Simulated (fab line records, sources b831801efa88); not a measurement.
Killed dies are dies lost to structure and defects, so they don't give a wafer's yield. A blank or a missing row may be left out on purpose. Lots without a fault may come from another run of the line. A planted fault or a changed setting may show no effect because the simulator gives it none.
Tool commonality check | flow gf180mcu | 12 lots, 36 wafers sampled

WHY IT WAS OPENED
At GF_M5_CD_MEAS_07 the reading cd_nm is flagged on 1 of 12 lots. Wafers without a fault read 279.9 nm, standard deviation 1.3.
Rule: a lot is flagged when every wafer of it that has a number lies more than 4 standard deviations from that mean, or none has a number. The other lots count as sound.

lot  | measured     | on        | cd_nm (nm), wafer by wafer | flag
L101 | day 26 03:34 | cd_sem-02 | 279.0 280.6 280.8          |
L102 | day 26 09:12 | cd_sem-02 | 279.3 278.0 279.7          |
L103 | day 27 07:43 | cd_sem-02 | 278.7 280.4 280.2          |
L108 | day 28 13:16 | cd_sem-01 | 280.7 280.6 279.5          |
L109 | day 28 16:58 | cd_sem-02 | 279.4 278.9 279.1          |
L110 | day 29 04:45 | cd_sem-01 | 278.4 278.5 279.7          |
L111 | day 29 11:30 | cd_sem-01 | 280.8 281.5 279.9          |
L113 | day 30 04:39 | cd_sem-02 | 278.0 277.8 277.9          |
L114 | day 30 13:14 | cd_sem-01 | 279.5 280.0 280.1          |
L115 | day 30 20:18 | cd_sem-02 | 280.6 280.2 281.8          |
L118 | day 31 13:44 | cd_sem-02 | 280.6 280.4 282.1          |
L121 | day 32 03:57 | cd_sem-02 | 257.0 219.7 269.9          | FLAGGED
The numbers of the flagged lots are 248.9 nm on average: -31.0 nm against the usual, or -24 standard deviations.

WHICH TOOL RAN EACH LOT
The record holds 2 process steps before the reading, out of a route of 602 steps. In each cell: the tool, then ch and the chambers that the sampled wafers went through, then the start.
lot  | flag    | GF_MIM_SPUTTER_04            | GF_M5_EXPOSE_04
L101 |         | pvd_sputter-02, day 24 07:28 | krf_scanner-02 ch 0, day 25 17:14
L102 |         | pvd_sputter-02, day 24 13:38 | krf_scanner-02 ch 0, day 25 22:33
L103 |         | pvd_sputter-02, day 25 13:43 | krf_scanner-02 ch 0, day 26 21:19
L108 |         | pvd_sputter-04, day 26 19:50 | krf_scanner-01 ch 0, day 28 03:31
L109 |         | pvd_sputter-04, day 27 01:59 | krf_scanner-01 ch 0, day 28 07:49
L110 |         | pvd_sputter-02, day 27 14:14 | krf_scanner-01 ch 0, day 28 19:48
L111 |         | pvd_sputter-04, day 27 20:39 | krf_scanner-02 ch 0, day 29 02:22
L113 |         | pvd_sputter-02, day 28 14:56 | krf_scanner-01 ch 0, day 29 19:51
L114 |         | pvd_sputter-02, day 28 22:43 | krf_scanner-02 ch 0, day 30 04:22
L115 |         | pvd_sputter-02, day 29 07:11 | krf_scanner-01 ch 0, day 30 11:34
L118 |         | pvd_sputter-03, day 30 02:15 | krf_scanner-01 ch 0, day 31 04:59
L121 | FLAGGED | pvd_sputter-03, day 30 18:08 | krf_scanner-02 ch 0, day 31 20:13
What these steps do:
- GF_MIM_SPUTTER_04: material TiN, target thk 50 nm, time 41.7 s.
- GF_M5_EXPOSE_04: exposes mask Metal5, target cd 280 nm.
- GF_M5_CD_MEAS_07: target cd 280 nm.

FLAGGED OVER TOTAL, TOOL BY TOOL (the gauges that took the reading come last)
step              | tool           | lots run | flagged | share of the flagged lots | sound lots run after its first flagged lot
GF_MIM_SPUTTER_04 | pvd_sputter-02 | 7        | 0       | none                      | -
GF_MIM_SPUTTER_04 | pvd_sputter-03 | 2        | 1       | all                       | 0
GF_MIM_SPUTTER_04 | pvd_sputter-04 | 3        | 0       | none                      | -
GF_M5_EXPOSE_04   | krf_scanner-01 | 6        | 0       | none                      | -
GF_M5_EXPOSE_04   | krf_scanner-02 | 6        | 1       | all                       | 0
GF_M5_CD_MEAS_07  | cd_sem-01      | 4        | 0       | none                      | -
GF_M5_CD_MEAS_07  | cd_sem-02      | 8        | 1       | all                       | 0

WHAT THE TABLE ALLOWS
3 rows of the table ran every flagged lot: pvd_sputter-03 at GF_MIM_SPUTTER_04, krf_scanner-02 at GF_M5_EXPOSE_04, cd_sem-02 at GF_M5_CD_MEAS_07.
- pvd_sputter-03 at GF_MIM_SPUTTER_04: 1 of its 2 lots flagged. Its last sound lot is L118 (day 30 02:15), its first flagged lot L121 (day 30 18:08): a fault that began between those two fits.
- krf_scanner-02 at GF_M5_EXPOSE_04: 1 of its 6 lots flagged. Its last sound lot is L114 (day 30 04:22), its first flagged lot L121 (day 31 20:13): a fault that began between those two fits. Its own readings lie more than 4 standard deviations out on every wafer of the flagged lots: exposure_dose_mJ_cm2.
- cd_sem-02 at GF_M5_CD_MEAS_07: 1 of its 8 lots flagged. Its last sound lot is L118 (day 31 13:44), its first flagged lot L121 (day 32 03:57): a fault that began between those two fits.
Counting lots can't tell these 3 tools apart, because each fits a fault that began at some hour. More lots, or a look at what each step does to the wafer, might.

WHAT THE SIMULATOR HAD PUT IN
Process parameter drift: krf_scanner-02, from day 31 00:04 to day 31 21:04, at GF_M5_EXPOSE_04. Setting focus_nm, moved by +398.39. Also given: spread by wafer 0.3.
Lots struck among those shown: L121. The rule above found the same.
